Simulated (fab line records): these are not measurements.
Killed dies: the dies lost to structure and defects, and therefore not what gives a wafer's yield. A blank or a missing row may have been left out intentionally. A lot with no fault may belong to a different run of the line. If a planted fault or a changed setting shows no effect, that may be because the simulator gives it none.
The same fault as seen by 2 desks + flow gf180mcu + every desk sees just its own numbers, and what lay behind them comes last

## FROM THE METROLOGY DESK
What the gauges read for every lot (on any tool): the sampled wafers with a number, averaged. Marked OUT: a lot whose mean sits more than 4 standard deviations from the usual mean, which makes it out of limits; the brackets give that distance.
Columns: A = STI_CVD_03_THK at GF_STI_THK_MEAS_04, usual 207.1 nm; B = STI_OXIDATION_02_THK at GF_STI_THK_MEAS_30, usual 10.04 nm
| lot  | first seen here | A               | B     |
|------|-----------------|-----------------|-------|
| L668 | day 2 00:20     | 208.6           | 10.12 |
| L669 | day 2 04:41     | 208.8           | 10.02 |
| L670 | day 2 10:33     | 208.8           | 9.98  |
| L671 | day 2 15:07     | 206.0           | 9.78  |
| L673 | day 3 02:59     | 172.8 (-19) OUT | 10.06 |
| L674 | day 3 08:31     | 169.2 (-21) OUT | 9.90  |
| L681 | day 4 16:59     | 210.2           | 9.85  |
| L683 | day 5 03:09     | 205.1           | 10.14 |
| L686 | day 5 17:34     | 206.8           | 10.18 |
| L687 | day 5 22:35     | 205.5           | 10.26 |
Finding of this desk: L673, L674 out of limits, first seen on L673 at day 3 02:59 (STI_CVD_03_THK at GF_STI_THK_MEAS_04). L668, L669, L670, L671, L681, L683, L686, L687 stayed within limits.

## AT THE TOOL OWNER'S DESK: lpcvd-01
The tool's own readings at GF_STI_CVD_03 (deposits Si3N4 from DCS/NH3, target thk 207.16 nm, time 3551 s): means of the sampled wafers that have a number, for each lot that ran on this tool. Marked OUT: a lot whose mean sits more than 4 standard deviations from the usual mean, which makes it out of limits; the brackets give that distance.
Columns: A = spike tc bottom C at GF_STI_CVD_03, usual 790 C; B = zone power upper pct at GF_STI_CVD_03, usual 14.0 %
| lot  | first seen here | A   | B    |
|------|-----------------|-----|------|
| L668 | day 1 22:20     | 794 | 17.1 |
| L669 | day 2 02:42     | 792 | 17.0 |
| L670 | day 2 07:34     | 789 | 10.2 |
| L673 | day 3 00:00     | 793 | 17.1 |
| L674 | day 3 05:32     | 793 | 17.3 |
| L686 | day 5 15:34     | 793 | 17.2 |
Finding of this desk: none of the 6 lots has anything out of limits.

## PUT TOGETHER
The metrology desk could have raised an alarm at day 3 02:59, on L673, L674.
The desk of the tool owner found nothing out of limits.
Tool owner's desk: L673, L674 on record, inside its limits.
On lpcvd-01, each named lot ran GF_STI_CVD_03.

## WHAT THE SIMULATOR PUT IN
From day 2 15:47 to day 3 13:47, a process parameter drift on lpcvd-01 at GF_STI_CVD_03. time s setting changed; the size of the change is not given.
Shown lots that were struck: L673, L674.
Delay in hours, fault start to first out-of-limits reading, per desk: metrology desk 11.
